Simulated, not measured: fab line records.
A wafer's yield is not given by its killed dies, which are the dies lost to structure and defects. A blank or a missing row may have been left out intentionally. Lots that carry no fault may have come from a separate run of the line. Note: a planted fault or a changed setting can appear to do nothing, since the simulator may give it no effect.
Matching of chambers + flow sky130 + SKY_VIA2_CMP_24 on cmp-01: 4 sister chambers
The step polishes, stops on SiO2, t overpolish 20 s, target thk 0 nm. 4 wafers are shown with their chamber, then 8 later ones without.

## WAFERS WITH THEIR CHAMBER
| wafer  | chamber | time_to_endpoint_s (s) |
|--------|---------|------------------------|
| L190.2 | 3       | 91                     |
| L197.2 | 2       | 101                    |
| L197.6 | 1       | 96                     |
| L199.1 | 0       | 99                     |

## WAFERS WHOSE CHAMBER IS MISSING
| wafer  | time_to_endpoint_s (s) |
|--------|------------------------|
| L199.3 | 98                     |
| L199.4 | 94                     |
| L202.1 | 101                    |
| L202.2 | 103                    |
| L202.4 | 103                    |
| L204.4 | 104                    |
| L204.5 | 100                    |
| L204.6 | 106                    |

## EACH ONE'S CHAMBER
| wafer  | from the rows above          | in truth |
|--------|------------------------------|----------|
| L199.3 | can't be placed: 0 or 1 or 2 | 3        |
| L199.4 | can't be placed: 1 or 3 or 0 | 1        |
| L202.1 | can't be placed: 2 or 0      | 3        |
| L202.2 | can't be placed: 2 or 0      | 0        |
| L202.4 | can't be placed: 2 or 0      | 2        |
| L204.4 | can't be placed: 2 or 0      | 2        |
| L204.5 | can't be placed: 0 or 2 or 1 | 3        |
| L204.6 | can't be placed: 2 or 0      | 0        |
Placed correctly: 0 of 8. Cannot be placed on the basis of these rows: 8; the candidates contain the true chamber in 5. Placed wrongly: 0.
How it was worked out, from the rows above alone: a wafer's distance from a chamber is the root of the sum, over the readings, of the square of ((its reading less the chamber's mean) divided by the reading's scatter). If the next closest chamber is less than 2 further off than the closest, the wafer can't be placed; otherwise it belongs to the closest. The mean given for a chamber averages the wafers shown for that chamber. The scatter (one wafer shown for each chamber): square how far every hidden wafer sits from the nearest shown wafer, average those squares and take the square root.
